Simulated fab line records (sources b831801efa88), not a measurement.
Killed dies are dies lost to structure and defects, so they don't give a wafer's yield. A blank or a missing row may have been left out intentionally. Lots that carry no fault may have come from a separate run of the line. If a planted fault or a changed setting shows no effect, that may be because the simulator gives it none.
Struck lot and sound lot, side by side    flow sky130    44 out of 708 route steps
Sound: wafers L231.1, L231.4, L231.5. Struck: wafers L248.4, L248.5, L248.6. The cause is named last.
Per side, at each step with rows, come the tool, then ch with its chambers, and then its first start. Under that, the readings that differ: sound wafers    struck wafers    difference of the means    sigmas: that difference in standard deviations of wafers without a fault.
alike: same words and numbers on both sides, and readings whose means sit less than 2 such deviations apart. not compared: any withheld reading, any reading some wafer has no value for, any bound like >300 that may hide the same value, and any number with overlapping values for which the record gives no deviation.
The two part at a step that has a row with sigmas, a row that says differs or no value, or rows on one side only. Non-overlapping numbers with no deviation appear without sigmas and do not part them. Lack of a reading on every wafer of one side parts them only where that side has two or more wafers.

first, 1 step without rows for these wafers: SKY_VIA3_ETCH_15 (etches SiO2 in C4F8/O2/Ar, stops on TiN, target depth 507 nm, time 78 s).
SKY_VIA3_STRIP_16: strips in O2/N2.
  sound on plasma-asher-01 ch 0,1, day 41 07:44; struck on plasma-asher-03 ch 0,1, day 46 02:34
  alike: drypump-motor-current-A, oes-product-au, strip-time-to-endpoint-s
  not compared: rf-hours-counter-h
then, 3 steps without rows for these wafers: SKY_VIA3_STRIP_17 (strips in post etch residue remover, time 1200 s); SKY_VIA3_CLEAN_18 (cleans in IPA, time 180 s); SKY_VIA3_CLEAN_19 (cleans in O3/DIW).
SKY_VIA3_SPUTTER_20: material TiN, target thk 20 nm, time 80 s.
  struck on pvd-sputter-03, day 46 03:07; sound on pvd-sputter-01, day 41 08:20
  alike: throttle-valve-pct
then, 1 step without rows for these wafers: SKY_VIA3_CVD_21 (deposits W, target thk 390 nm, time 117.31 s).
SKY_VIA3_RS_MEAS_22: a four-point-probe measurement.
  struck on film-metro-02, day 46 03:22; sound on film-metro-02, day 41 08:31
  alike: VIA3_W_RS
SKY_VIA3_THK_MEAS_23: measures by xrf.
  struck on film-metro-02, day 46 03:28; sound on film-metro-02, day 41 08:38
  alike: VIA3_W_THK
SKY_VIA3_CMP_24: polishes, stops on SiO2, t overpolish 20 s, target thk 0 nm.
  sound on cmp-02 ch 0,3, day 41 08:41; struck on cmp-02 ch 0,1, day 46 03:34
  alike: motor-current-A, overpolish-run-s, platen-rpm, slurry-flow-ml-min, time-to-endpoint-s
then, 2 steps without rows for these wafers: SKY_METAL4_SPUTTER_00 (material Ti, target thk 15 nm, time 10 s); SKY_METAL4_SPUTTER_01 (material TiN, target thk 20 nm, time 16.7 s).
SKY_METAL4_SPUTTER_02: material AlCu, target thk 735 nm, time 39.1 s.
  struck on pvd-sputter-04, day 46 03:52; sound on pvd-sputter-03, day 41 09:02
reading                                      sound              struck             difference  sigmas
model.AlCu_of_METAL4_SPUTTER_02.thk-nm (nm)  726.8 726.2 727.5  946.9 944.2 940.6  +217.1      
  alike: throttle-valve-pct
then, 1 step without rows for these wafers: SKY_METAL4_SPUTTER_03 (material Ti, target thk 5 nm, time 3.3 s).
SKY_METAL4_SPUTTER_04: material TiN, target thk 70 nm, time 58.3 s.
  struck on pvd-sputter-04, day 46 03:56; sound on pvd-sputter-03, day 41 09:05
  alike: throttle-valve-pct
then, 1 step without rows for these wafers: SKY_CAP2M_CVD_00 (deposits SiO2, target thk 15.5 nm).
SKY_CAP2M_THK_MEAS_01:
  struck on film-metro-04, day 46 04:02; sound on film-metro-02, day 41 09:10
  alike: CAP2M_CVD_00_THK
then, 1 step without rows for these wafers: SKY_CAP2M_SPUTTER_02 (material TiN, target thk 200 nm, time 166.7 s).
SKY_CAP2M_RS_MEAS_03: a four-point-probe measurement.
  struck on film-metro-04, day 46 04:14; sound on film-metro-04, day 41 09:20
  alike: CAP2M_TIN_RS
SKY_CAP2M_THK_MEAS_04: measures by xrf.
  struck on film-metro-04, day 46 04:19; sound on film-metro-04, day 41 09:27
  alike: CAP2M_TIN_THK
then, 7 steps without rows for these wafers: SKY_CAP2M_DEHYDRATE_05 (time 60 s); SKY_CAP2M_HMDS_06 (prime time 60 s); SKY_CAP2M_COAT_07 (resist thk 1140 nm); SKY_CAP2M_SOFTBAKE_08 (time 60 s); SKY_CAP2M_EXPOSE_09 (exposes mask CAP2M, target cd 1000 nm); SKY_CAP2M_PEB_10; SKY_CAP2M_DEVELOP_11 (develop time 60 s).
SKY_CAP2M_OVL_MEAS_12:
  struck on overlay-02, day 47 01:32; sound on overlay-01, day 42 09:19
  alike: CAP2M_OVL
SKY_CAP2M_METAL_ETCH_13: etches TiN in Cl2/BCl3, stops on SiO2, target depth 220 nm, time 62.9 s.
  sound on rie-metal-03 ch 0, day 42 09:22; struck on rie-metal-02 ch 1, day 47 01:38
  alike: bias-w, drypump-motor-current-A, oes-product-au, throttle-valve-pct
  not compared: rf-hours-counter-h
then, 12 steps without rows for these wafers: SKY_CAP2M_STRIP_14 (strips in O2/N2); SKY_CAP2M_STRIP_15 (strips in post etch residue remover, time 1200 s); SKY_CAP2M_CLEAN_16 (cleans in IPA, time 180 s); SKY_CAP2M_CLEAN_17 (cleans in O3/DIW); SKY_METAL4_DEHYDRATE_05 (time 60 s); SKY_METAL4_HMDS_06 (prime time 60 s); SKY_METAL4_COAT_07 (resist thk 60 nm); SKY_METAL4_COAT_08 (resist thk 1140 nm); SKY_METAL4_SOFTBAKE_09 (time 90 s); SKY_METAL4_EXPOSE_10 (exposes mask MM4, target cd 300 nm); SKY_METAL4_PEB_11; SKY_METAL4_DEVELOP_12 (develop time 60 s).
SKY_METAL4_CD_MEAS_13: target cd 300 nm.
  struck on cd-sem-02, day 47 22:29; sound on cd-sem-02, day 43 09:35
  alike: cd-nm
SKY_METAL4_METAL_ETCH_18: etches the open film in Cl2/BCl3, stops on SiO2, target depth 845 nm, time 183.1 s.
  sound on rie-metal-04 ch 0,1, day 43 09:53; struck on rie-metal-03 ch 1, day 47 22:59
reading                sound              struck             difference  sigmas
oes-product-au (a.u.)  0.857 0.856 0.856  0.974 0.982 0.981  +0.123      +22
  alike: bias-w, drypump-motor-current-A, throttle-valve-pct
  not compared: rf-hours-counter-h
-- the record jumps here: 3 days lie between the struck wafers' starts before and after (it left off in module METAL4 and takes up again in module PAD_OPEN, whose first step shown is number 708 of the route) --
SKY_PAD_OPEN_PROBE_99:
  struck on prober-02, day 51 02:59; sound on prober-01, day 47 06:50
reading                                sound                    struck                 difference  sigmas
model.etest.met4-comb.leak-log10-a-um  -12 -12.05 -11.83        -7.663 -8.13 -7.953    +4.045      
model.etest.met4.line-ohm-um           0.1449 0.1445 0.1422     0.1099 0.1092 0.1097   -0.0343     
model.etest.met4.rs-ohm-sq             0.04374 0.04348 0.04291  0.03287 0.033 0.03347  -0.01026    

WHERE THEY PART
Only at SKY_METAL4_METAL_ETCH_18, within this record.

WHY: what the simulator had put in
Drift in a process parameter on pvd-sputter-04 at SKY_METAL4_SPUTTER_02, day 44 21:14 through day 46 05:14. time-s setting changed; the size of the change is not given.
